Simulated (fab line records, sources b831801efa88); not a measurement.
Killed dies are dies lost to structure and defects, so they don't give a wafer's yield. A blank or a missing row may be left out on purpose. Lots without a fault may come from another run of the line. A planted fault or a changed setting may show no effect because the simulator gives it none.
Which tool did it? | flow gf180mcu | 14 lots, 42 wafers sampled, at 4 steps of a route of 602

WHAT THE GAUGES READ, wafer by wafer
GF_PSD_TW_MEAS_11. Usual: PSD_TW 3209, standard deviation 44.
lot  | measured     | on            | PSD_TW         | flag
L374 | day 14 10:34 | film_metro-03 | 3257 3239 3248 |
L376 | day 15 07:03 | film_metro-02 | 3177 3173 3174 |
L378 | day 15 15:52 | film_metro-03 | 3213 3211 3212 |
L379 | day 16 03:40 | film_metro-02 | 3148 3167 3162 |
L382 | day 17 01:24 | film_metro-01 | 3152 3146 3144 |
L384 | day 17 14:53 | film_metro-03 | 3256 3235 3257 |
L387 | day 18 22:11 | film_metro-03 | 3235 3242 3228 |
L389 | day 19 13:59 | film_metro-03 | 3236 3226 3241 |
L390 | day 20 00:29 | film_metro-03 | 3260 3245 3273 |
L391 | day 20 06:37 | film_metro-01 | 3165 3165 3160 |
L393 | day 20 20:02 | film_metro-03 | 3237 3238 3241 |
L394 | day 21 05:13 | film_metro-03 | 3253 3259 3246 |
L396 | day 21 19:04 | film_metro-02 | 3143 3159 3164 |
L397 | day 21 23:59 | film_metro-03 | 3247 3241 3233 |

GF_PSD_RS_MEAS_14: measures by four-point-probe. Usual: NSD_RS 46.15 ohm/sq, standard deviation 0.077.
lot  | measured     | on            | NSD_RS (ohm/sq)   | flag
L374 | day 14 10:49 | film_metro-01 | 46.16 46.07 46.17 |
L376 | day 15 07:14 | film_metro-03 | 46.36 46.24 46.16 |
L378 | day 15 16:04 | film_metro-01 | 46.01 46.08 46.03 |
L379 | day 16 03:53 | film_metro-03 | 46.05 46.16 46.20 |
L382 | day 17 01:36 | film_metro-03 | 46.15 46.12 46.13 |
L384 | day 17 15:05 | film_metro-02 | 46.03 46.09 46.13 |
L387 | day 18 22:23 | film_metro-03 | 46.24 46.09 46.13 |
L389 | day 19 14:16 | film_metro-01 | 46.08 46.23 46.14 |
L390 | day 20 00:46 | film_metro-03 | 46.18 46.21 46.16 |
L391 | day 20 06:54 | film_metro-03 | 46.25 46.16 46.07 |
L393 | day 20 20:15 | film_metro-01 | 46.18 46.16 46.06 |
L394 | day 21 05:25 | film_metro-01 | 46.05 46.16 46.19 |
L396 | day 21 19:20 | film_metro-01 | 46.09 46.25 46.24 |
L397 | day 22 00:17 | film_metro-03 | 46.33 46.34 46.23 |

WHICH TOOL RAN EACH LOT (tool, then ch and the chambers of the sampled wafers, then the start)
lot  | GF_HV_LDD_STRIP_37                   | GF_NSD_SOFTBAKE_03
L374 | plasma_asher-03 ch 0,1, day 11 18:49 | litho_track-02 ch 0, day 13 03:05
L376 | plasma_asher-02 ch 0,1, day 12 13:28 | litho_track-04 ch 0, day 13 22:47
L378 | plasma_asher-03 ch 1, day 12 21:16   | litho_track-03 ch 0, day 14 06:37
L379 | plasma_asher-02 ch 0,1, day 13 08:52 | litho_track-04 ch 0, day 14 18:26
L382 | plasma_asher-03 ch 0,1, day 14 04:11 | litho_track-04 ch 0, day 15 14:25
L384 | plasma_asher-03 ch 0,1, day 14 15:52 | litho_track-02 ch 0, day 16 04:17
L387 | plasma_asher-03 ch 0,1, day 15 18:23 | litho_track-02 ch 0, day 17 09:35
L389 | plasma_asher-02 ch 0,1, day 16 10:41 | litho_track-03 ch 0, day 18 00:44
L390 | plasma_asher-03 ch 0,1, day 16 20:50 | litho_track-03 ch 0, day 18 10:53
L391 | plasma_asher-04 ch 0,1, day 17 01:51 | litho_track-02 ch 0, day 18 17:32
L393 | plasma_asher-04 ch 0,1, day 17 17:06 | litho_track-04 ch 0, day 19 07:53
L394 | plasma_asher-04 ch 0,1, day 18 00:35 | litho_track-03 ch 0, day 19 16:25
L396 | plasma_asher-02 ch 0,1, day 18 16:35 | litho_track-03 ch 0, day 20 06:59
L397 | plasma_asher-02 ch 0,1, day 18 20:22 | litho_track-02 ch 0, day 20 11:50
- GF_HV_LDD_STRIP_37: strips in O2/N2.
- GF_NSD_SOFTBAKE_03: time 60 s.

WHAT THE TOOLS THEMSELVES READ (means of the sampled wafers that have a number; where no wafer has one, the mark that the record gives instead)
GF_HV_LDD_STRIP_37. Usual: drypump_motor_current_A 5.64 A, standard deviation 0.25; heater_power_w 323 W, standard deviation 36; oes_product_au 0.716 a.u., standard deviation 0.0045; strip_time_to_endpoint_s 12.63 s, standard deviation 0.039.
lot  | tool            | drypump_motor_current_A (A) | heater_power_w (W) | oes_product_au (a.u.) | strip_time_to_endpoint_s (s) | flag
L374 | plasma_asher-03 | 5.73                        | 357                | 0.717                 | 12.61                        |
L376 | plasma_asher-02 | 5.59                        | 308                | 0.715                 | 12.67                        |
L378 | plasma_asher-03 | 5.99                        | 382                | 0.716                 | 12.58                        |
L379 | plasma_asher-02 | 5.59                        | 311                | 0.715                 | 12.62                        |
L382 | plasma_asher-03 | 5.76                        | 362                | 0.718                 | 12.61                        |
L384 | plasma_asher-03 | 5.75                        | 357                | 0.714                 | 12.55                        |
L387 | plasma_asher-03 | 5.74                        | 361                | 0.712                 | 12.63                        |
L389 | plasma_asher-02 | 5.50                        | 301                | 0.712                 | 12.68                        |
L390 | plasma_asher-03 | 5.73                        | 362                | 0.717                 | 12.67                        |
L391 | plasma_asher-04 | 5.40                        | 280                | 0.716                 | 12.63                        |
L393 | plasma_asher-04 | 5.41                        | 285                | 0.715                 | 12.66                        |
L394 | plasma_asher-04 | 5.40                        | 281                | 0.719                 | 12.66                        |
L396 | plasma_asher-02 | 5.59                        | 310                | 0.711                 | 12.67                        |
L397 | plasma_asher-02 | 5.56                        | 306                | 0.719                 | 12.67                        |

GF_NSD_SOFTBAKE_03. Usual: resist_line_temp_C 23.01 C, standard deviation 0.1; run_length_s 89.2 s, standard deviation 0.31.
lot  | tool           | resist_line_temp_C (C) | run_length_s (s) | flag
L374 | litho_track-02 | 23.00                  | 89.3             |
L376 | litho_track-04 | 22.94                  | 89.6             |
L378 | litho_track-03 | 23.04                  | 88.9             |
L379 | litho_track-04 | 22.86                  | 104.3            | OFF
L382 | litho_track-04 | 23.00                  | 104.4            | OFF
L384 | litho_track-02 | 23.01                  | 89.3             |
L387 | litho_track-02 | 23.00                  | 89.3             |
L389 | litho_track-03 | 22.99                  | 88.8             |
L390 | litho_track-03 | 23.07                  | 88.8             |
L391 | litho_track-02 | 23.06                  | 89.2             |
L393 | litho_track-04 | 22.97                  | 89.7             |
L394 | litho_track-03 | 23.13                  | 88.8             |
L396 | litho_track-03 | 23.00                  | 88.9             |
L397 | litho_track-02 | 23.09                  | 89.2             |

THE ANSWER, worked out from the rows above alone
Rule: a lot is off if the mean of its wafers that have a number lies more than 3 standard deviations from the usual mean. A lot without any number at a reading at which 4 lots or more have one is off too. The other lots that the step has rows for count as sound. The gauges are gone through in route order, then the tools' own readings, and for those a lot's mean is taken as printed above. The first step at which some lot is off is used, and at that step the reading that is off furthest; a lot without a number counts as furthest.
Off: L379, L382, at GF_NSD_SOFTBAKE_03 (run_length_s).
A tool fits if, at that step or a process step before it, it ran every lot that is off, and no sound lot after the first of them. None of those tried fits.

WHAT THE SIMULATOR HAD PUT IN
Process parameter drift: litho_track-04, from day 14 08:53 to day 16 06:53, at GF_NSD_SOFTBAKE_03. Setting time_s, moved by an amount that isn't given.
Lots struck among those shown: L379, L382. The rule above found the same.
